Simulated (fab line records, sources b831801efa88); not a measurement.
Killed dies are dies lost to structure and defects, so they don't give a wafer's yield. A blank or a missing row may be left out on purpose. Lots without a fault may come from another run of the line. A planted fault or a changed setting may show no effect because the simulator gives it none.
Which tool did it? | flow sky130 | 7 lots, 21 wafers sampled, at 2 steps of a route of 708

WHAT THE GAUGES READ, wafer by wafer
SKY_FIELD_ISO_THK_MEAS_02.
lot  | measured    | on            | FIELD_ISO_OXIDATION_00_THK (nm)
L702 | day 1 17:46 | film_metro-03 | 12.33 12.34 12.43
L705 | day 2 09:19 | film_metro-03 | 19.41 19.44 19.56
L707 | day 2 17:52 | film_metro-04 | 11.92 11.77 11.85
L715 | day 4 10:13 | film_metro-01 | 12.23 12.04 12.15
L719 | day 5 07:01 | film_metro-03 | 12.29 12.50 12.50
L721 | day 5 16:25 | film_metro-01 | 12.20 12.22 11.97
L724 | day 6 08:50 | film_metro-03 | 12.10 11.90 11.93

WHICH TOOL RAN EACH LOT (tool, then ch and the chambers of the sampled wafers, then the start)
lot  | SKY_FIELD_ISO_OXIDATION_01
L702 | furnace-01 ch 0, day 1 16:15
L705 | furnace-02 ch 0, day 2 06:07
L707 | furnace-01 ch 0, day 2 16:21
L715 | furnace-01 ch 0, day 4 08:41
L719 | furnace-02 ch 0, day 5 05:29
L721 | furnace-02 ch 0, day 5 14:55
L724 | furnace-02 ch 0, day 6 07:19
- SKY_FIELD_ISO_OXIDATION_01: stabilise 600 s, purge 300 s, target thk 12 nm.

THE ANSWER, worked out from the rows above alone
Rule: what is usual is taken from the lots themselves. Put in order of their means at a reading, lots are off if they are a third of the lots or fewer, leave a main group of 4 or more, and stand apart from it by a gap of 3 or more times the standard deviation of the main group's means; of several such gaps the widest counts. A main group whose means are all the same, to the digits that the tables above print for the reading, isn't used. A lot without any number at a reading at which 4 lots or more have one is off too. The other lots that the step has rows for count as sound.
Off: L705, at SKY_FIELD_ISO_THK_MEAS_02 (FIELD_ISO_OXIDATION_00_THK). The main group: mean 12.15 nm, standard deviation 0.2.
A tool fits if, at a process step before that reading, it ran every lot that is off, and no sound lot after the first of them. The gauges at SKY_FIELD_ISO_THK_MEAS_02 are tried like those tools. None of those tried fits.

WHAT THE SIMULATOR HAD PUT IN
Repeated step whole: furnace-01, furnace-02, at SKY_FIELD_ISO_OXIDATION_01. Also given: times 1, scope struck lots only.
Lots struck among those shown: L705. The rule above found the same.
